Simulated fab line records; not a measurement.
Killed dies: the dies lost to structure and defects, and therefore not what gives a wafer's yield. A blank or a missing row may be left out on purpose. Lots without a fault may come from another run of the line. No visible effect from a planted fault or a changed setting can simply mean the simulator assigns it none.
Which of the tools did it? + flow sky130 + 24 lots, 72 wafers sampled, at 5 steps of a route of 708

## WHAT EACH GAUGE READ, for each wafer
SKY_VIA1_THK_MEAS_23: measures by xrf. Usual: VIA1_W_THK typically reads 264 nm, with standard deviation 5.4.
| lot  | measured     | on            | VIA1_W_THK (nm) | flag |
|------|--------------|---------------|-----------------|------|
| L074 | day 34 07:32 | film-metro-01 | 260 256 259     |      |
| L075 | day 34 10:46 | film-metro-02 | 263 266 258     |      |
| L076 | day 34 12:25 | film-metro-01 | 254 259 254     |      |
| L077 | day 35 01:56 | film-metro-01 | 257 259 256     |      |
| L078 | day 35 04:14 | film-metro-04 | 262 268 263     |      |
| L079 | day 35 09:43 | film-metro-02 | 268 263 270     |      |
| L080 | day 35 15:34 | film-metro-01 | 264 261 265     |      |
| L081 | day 35 22:24 | film-metro-04 | 270 263 267     |      |
| L082 | day 36 12:04 | film-metro-01 | 256 258 262     |      |
| L083 | day 36 15:46 | film-metro-01 | 255 257 259     |      |
| L084 | day 36 17:41 | film-metro-02 | 260 263 268     |      |
| L085 | day 37 08:35 | film-metro-01 | 265 262 259     |      |
| L086 | day 37 13:19 | film-metro-01 | 265 267 265     |      |
| L087 | day 37 20:52 | film-metro-04 | 265 271 265     |      |
| L088 | day 38 14:43 | film-metro-01 | 259 263 259     |      |
| L089 | day 38 19:34 | film-metro-04 | 269 266 269     |      |
| L090 | day 39 08:14 | film-metro-01 | 255 258 258     |      |
| L091 | day 39 15:42 | film-metro-04 | 271 271 270     |      |
| L093 | day 39 19:46 | film-metro-02 | 268 264 270     |      |
| L092 | day 39 20:15 | film-metro-02 | 265 267 272     |      |
| L094 | day 39 22:50 | film-metro-04 | 270 269 262     |      |
| L095 | day 41 01:50 | film-metro-04 | 273 274 266     |      |
| L097 | day 41 02:23 | film-metro-02 | 265 266 267     |      |
| L096 | day 41 09:19 | film-metro-02 | 269 258 264     |      |

SKY_VIA3_RS_MEAS_22: measures by four-point-probe. Usual: VIA3_W_RS typically reads 0.292 ohm/sq, with standard deviation 0.0044.
| lot  | measured     | on            | VIA3_W_RS (ohm/sq) | flag |
|------|--------------|---------------|--------------------|------|
| L074 | day 39 22:14 | film-metro-02 | 0.287 0.287 0.292  |      |
| L075 | day 40 00:23 | film-metro-04 | 0.295 0.298 0.297  |      |
| L076 | day 40 03:49 | film-metro-02 | 0.288 0.292 0.289  |      |
| L077 | day 40 12:04 | film-metro-04 | 0.286 0.296 0.289  |      |
| L078 | day 40 17:55 | film-metro-04 | 0.296 0.289 0.297  |      |
| L079 | day 40 23:14 | film-metro-01 | 0.289 0.296 0.293  |      |
| L080 | day 41 04:02 | film-metro-04 | 0.290 0.288 0.291  |      |
| L081 | day 41 08:58 | film-metro-01 | 0.291 0.295 0.300  |      |
| L082 | day 41 22:33 | film-metro-01 | 0.297 0.295 0.294  |      |
| L083 | day 42 02:58 | film-metro-04 | 0.289 0.292 0.297  |      |
| L084 | day 42 05:01 | film-metro-02 | 0.288 0.288 0.294  |      |
| L085 | day 42 15:30 | film-metro-04 | 0.297 0.288 0.289  |      |
| L086 | day 43 03:13 | film-metro-02 | 0.294 0.288 0.294  |      |
| L087 | day 43 05:40 | film-metro-01 | 0.286 0.293 0.287  |      |
| L088 | day 43 22:04 | film-metro-04 | 0.295 0.287 0.288  |      |
| L089 | day 44 01:13 | film-metro-04 | 0.299 0.288 0.299  |      |
| L090 | day 44 11:27 | film-metro-02 | 0.293 0.289 0.297  |      |
| L091 | day 44 21:29 | film-metro-02 | 0.289 0.296 0.289  |      |
| L093 | day 44 23:35 | film-metro-01 | 0.294 0.294 0.299  |      |
| L092 | day 45 00:50 | film-metro-01 | 0.299 0.298 0.292  |      |
| L094 | day 45 04:31 | film-metro-02 | 0.293 0.298 0.298  |      |
| L095 | day 46 02:42 | film-metro-04 | 0.294 0.294 0.286  |      |
| L097 | day 46 04:25 | film-metro-01 | 0.284 0.287 0.295  |      |
| L096 | day 46 07:55 | film-metro-04 | 0.293 0.282 0.295  |      |

## EACH LOT AND THE TOOL THAT RAN IT (in order: tool; ch and the chambers of the sampled wafers; start)
| lot  | SKY_VIA1_ETCH_15                   | SKY_VIA2_CVD_21               | SKY_METAL3_STRIP_19                  |
|------|------------------------------------|-------------------------------|--------------------------------------|
| L074 | rie-diel-04 ch 2,3, day 34 06:32   | cvd-w-01 ch 0,1, day 36 14:21 | plasma-asher-01 ch 0,1, day 38 19:36 |
| L075 | rie-diel-02 ch 1,2, day 34 09:49   | cvd-w-01 ch 0,1, day 36 16:56 | plasma-asher-03 ch 0,1, day 38 21:43 |
| L076 | rie-diel-02 ch 0,2,3, day 34 11:29 | cvd-w-02 ch 0,1, day 36 19:28 | plasma-asher-02 ch 0,1, day 39 01:09 |
| L077 | rie-diel-04 ch 1,2,3, day 35 00:57 | cvd-w-02 ch 0,1, day 37 06:28 | plasma-asher-02 ch 0,1, day 39 09:46 |
| L078 | rie-diel-02 ch 0,1,2, day 35 02:58 | cvd-w-02 ch 0,1, day 37 10:10 | plasma-asher-03 ch 0,1, day 39 14:37 |
| L079 | rie-diel-04 ch 0,1,3, day 35 08:48 | cvd-w-02 ch 0,1, day 37 15:52 | plasma-asher-02 ch 0,1, day 39 20:37 |
| L080 | rie-diel-04 ch 1,2,3, day 35 14:38 | cvd-w-01 ch 0,1, day 37 21:59 | plasma-asher-01 ch 0,1, day 40 01:06 |
| L081 | rie-diel-03 ch 0,3, day 35 21:29   | cvd-w-02 ch 0,1, day 38 03:56 | plasma-asher-03 ch 0,1, day 40 07:32 |
| L082 | rie-diel-04 ch 1,3, day 36 11:08   | cvd-w-01 ch 0,1, day 38 17:20 | plasma-asher-03 ch 0,1, day 40 20:37 |
| L083 | rie-diel-02 ch 0,1, day 36 14:50   | cvd-w-01 ch 0, day 38 21:38   | plasma-asher-02 ch 0,1, day 41 00:11 |
| L084 | rie-diel-04 ch 0,1,2, day 36 16:44 | cvd-w-01 ch 0, day 38 23:51   | plasma-asher-02 ch 0,1, day 41 03:04 |
| L085 | rie-diel-02 ch 1,2,3, day 37 07:39 | cvd-w-02 ch 0, day 39 12:59   | plasma-asher-02 ch 0,1, day 41 14:40 |
| L086 | rie-diel-02 ch 0,1, day 37 12:24   | cvd-w-01 ch 0,1, day 39 18:14 | plasma-asher-01 ch 0,1, day 42 01:46 |
| L087 | rie-diel-04 ch 0,3, day 37 19:55   | cvd-w-02 ch 0, day 40 01:14   | plasma-asher-02 ch 0,1, day 42 03:28 |
| L088 | rie-diel-02 ch 1,2,3, day 38 13:48 | cvd-w-02 ch 0,1, day 40 19:32 | plasma-asher-02 ch 0,1, day 42 20:46 |
| L089 | rie-diel-02 ch 0,1,2, day 38 18:38 | cvd-w-02 ch 0,1, day 40 22:52 | plasma-asher-01 ch 0, day 43 00:22   |
| L090 | rie-diel-02 ch 0,1,2, day 39 07:13 | cvd-w-01 ch 0,1, day 41 11:02 | plasma-asher-02 ch 0,1, day 43 11:27 |
| L091 | rie-diel-03 ch 0,2,3, day 39 14:47 | cvd-w-02 ch 0,1, day 41 20:44 | plasma-asher-01 ch 0,1, day 43 21:14 |
| L093 | rie-diel-03 ch 0,2,3, day 39 18:42 | cvd-w-02 ch 0,1, day 41 22:40 | plasma-asher-01 ch 0,1, day 43 23:10 |
| L092 | rie-diel-02 ch 0,1,3, day 39 19:20 | cvd-w-01 ch 0,1, day 41 23:39 | plasma-asher-01 ch 0,1, day 44 00:13 |
| L094 | rie-diel-03 ch 0,3, day 39 21:55   | cvd-w-02 ch 0,1, day 42 02:57 | plasma-asher-02 ch 0,1, day 44 03:17 |
| L095 | rie-diel-03 ch 0,1, day 41 00:53   | cvd-w-02 ch 0,1, day 43 03:50 | plasma-asher-01 ch 0,1, day 45 03:07 |
| L097 | rie-diel-02 ch 1,2, day 41 01:26   | cvd-w-02 ch 0,1, day 43 05:01 | plasma-asher-02 ch 0,1, day 45 04:10 |
| L096 | rie-diel-02 ch 0,1,2, day 41 08:22 | cvd-w-01 ch 0,1, day 43 10:38 | plasma-asher-01 ch 0,1, day 45 08:10 |
- SKY_VIA1_ETCH_15: etches SiO2 in C4F8/O2/Ar, stops on TiN, target depth 351 nm, time 54 s.
- SKY_VIA2_CVD_21: deposits W, target thk 420 nm, time 126.4 s.
- SKY_METAL3_STRIP_19: strips in O2/N2.

## AS READ BY THE TOOLS THEMSELVES (means over the sampled wafers that have a number; for cases with no such wafer, the mark the record gives instead)
SKY_VIA1_ETCH_15. Usual: bias-w 1200 W, standard deviation 3.6; oes-product-au 0.981 a.u., standard deviation 0.006.
| lot  | tool        | bias-w (W) | oes-product-au (a.u.) | flag |
|------|-------------|------------|-----------------------|------|
| L074 | rie-diel-04 | 1200       | 0.975                 |      |
| L075 | rie-diel-02 | 1198       | 0.979                 |      |
| L076 | rie-diel-02 | 1199       | 0.981                 |      |
| L077 | rie-diel-04 | 1200       | 0.984                 |      |
| L078 | rie-diel-02 | 1200       | 0.977                 |      |
| L079 | rie-diel-04 | 1201       | 0.990                 |      |
| L080 | rie-diel-04 | 1197       | 0.983                 |      |
| L081 | rie-diel-03 | 1199       | 0.979                 |      |
| L082 | rie-diel-04 | 1204       | 0.984                 |      |
| L083 | rie-diel-02 | 1199       | 0.982                 |      |
| L084 | rie-diel-04 | 1197       | 0.979                 |      |
| L085 | rie-diel-02 | 1199       | 0.976                 |      |
| L086 | rie-diel-02 | 1197       | 0.983                 |      |
| L087 | rie-diel-04 | 1201       | 0.986                 |      |
| L088 | rie-diel-02 | 1196       | 0.982                 |      |
| L089 | rie-diel-02 | 1198       | 0.979                 |      |
| L090 | rie-diel-02 | 1198       | 0.982                 |      |
| L091 | rie-diel-03 | 1198       | 0.985                 |      |
| L093 | rie-diel-03 | 1202       | 0.974                 |      |
| L092 | rie-diel-02 | 1201       | 0.972                 |      |
| L094 | rie-diel-03 | 1198       | 0.981                 |      |
| L095 | rie-diel-03 | 1203       | 0.983                 |      |
| L097 | rie-diel-02 | 1202       | 0.978                 |      |
| L096 | rie-diel-02 | 1201       | 0.980                 |      |

SKY_VIA2_CVD_21. Usual: heater-power-w at 861 W, with a standard deviation of 21.
| lot  | tool     | heater-power-w (W) | flag |
|------|----------|--------------------|------|
| L074 | cvd-w-01 | 850                |      |
| L075 | cvd-w-01 | 838                |      |
| L076 | cvd-w-02 | 878                |      |
| L077 | cvd-w-02 | 884                |      |
| L078 | cvd-w-02 | 875                |      |
| L079 | cvd-w-02 | 880                |      |
| L080 | cvd-w-01 | 856                |      |
| L081 | cvd-w-02 | 892                |      |
| L082 | cvd-w-01 | 848                |      |
| L083 | cvd-w-01 | 860                |      |
| L084 | cvd-w-01 | 854                |      |
| L085 | cvd-w-02 | 844                |      |
| L086 | cvd-w-01 | 867                |      |
| L087 | cvd-w-02 | 841                |      |
| L088 | cvd-w-02 | 870                |      |
| L089 | cvd-w-02 | 864                |      |
| L090 | cvd-w-01 | 843                |      |
| L091 | cvd-w-02 | 863                |      |
| L093 | cvd-w-02 | 862                |      |
| L092 | cvd-w-01 | 866                |      |
| L094 | cvd-w-02 | 870                |      |
| L095 | cvd-w-02 | 842                |      |
| L097 | cvd-w-02 | 880                |      |
| L096 | cvd-w-01 | 853                |      |

SKY_METAL3_STRIP_19. Usual: drypump-motor-current-A 6.0 A, standard deviation 0.48; oes-product-au 0.501 a.u., standard deviation 0.0052; strip-time-to-endpoint-s 6.49 s, standard deviation 0.069.
| lot  | tool            | drypump-motor-current-A (A) | oes-product-au (a.u.) | strip-time-to-endpoint-s (s) | flag |
|------|-----------------|-----------------------------|-----------------------|------------------------------|------|
| L074 | plasma-asher-01 | 6.1                         | 0.512                 | 6.57                         |      |
| L075 | plasma-asher-03 | 5.8                         | 0.503                 | 6.58                         |      |
| L076 | plasma-asher-02 | 6.1                         | 0.498                 | 6.50                         |      |
| L077 | plasma-asher-02 | 6.1                         | 0.499                 | 6.43                         |      |
| L078 | plasma-asher-03 | 5.8                         | 0.499                 | 6.46                         |      |
| L079 | plasma-asher-02 | 6.1                         | 0.504                 | 6.55                         |      |
| L080 | plasma-asher-01 | 5.8                         | 0.502                 | 6.53                         |      |
| L081 | plasma-asher-03 | 6.2                         | 0.500                 | 6.43                         |      |
| L082 | plasma-asher-03 | 5.8                         | 0.500                 | 6.48                         |      |
| L083 | plasma-asher-02 | 6.1                         | 0.507                 | 6.63                         |      |
| L084 | plasma-asher-02 | 5.7                         | 0.500                 | 6.53                         |      |
| L085 | plasma-asher-02 | 6.1                         | 0.493                 | 6.39                         |      |
| L086 | plasma-asher-01 | 5.8                         | 0.498                 | 6.48                         |      |
| L087 | plasma-asher-02 | 6.1                         | 0.502                 | 6.50                         |      |
| L088 | plasma-asher-02 | 6.1                         | 0.498                 | 6.43                         |      |
| L089 | plasma-asher-01 | 5.5                         | 0.502                 | 6.49                         |      |
| L090 | plasma-asher-02 | 5.7                         | 0.498                 | 6.45                         |      |
| L091 | plasma-asher-01 | 6.1                         | 0.495                 | 6.48                         |      |
| L093 | plasma-asher-01 | 6.1                         | 0.499                 | 6.44                         |      |
| L092 | plasma-asher-01 | 5.8                         | 0.500                 | 6.49                         |      |
| L094 | plasma-asher-02 | 5.7                         | 0.496                 | 6.43                         |      |
| L095 | plasma-asher-01 | 6.1                         | 0.497                 | 6.49                         |      |
| L097 | plasma-asher-02 | 6.1                         | 0.498                 | 6.43                         |      |
| L096 | plasma-asher-01 | 5.8                         | 0.502                 | 6.46                         |      |

## THE ANSWER, worked out from the rows above alone
Rule: a lot counts as off when the mean over its wafers that have a number is more than 3 standard deviations away from the usual mean. A lot without any number at a reading at which 4 lots or more have one is off too. Any other lot the step has rows for is counted as sound. Order of review: gauges by route order, followed by the tools' own readings, for which a lot's mean as printed above is used. At the first step where some lot is off, the reading lying furthest off is the one used; lots without a number count as furthest.
None of the lots is off at any reading shown; this tells nothing.

## WHAT THE SIMULATOR HAD INSERTED
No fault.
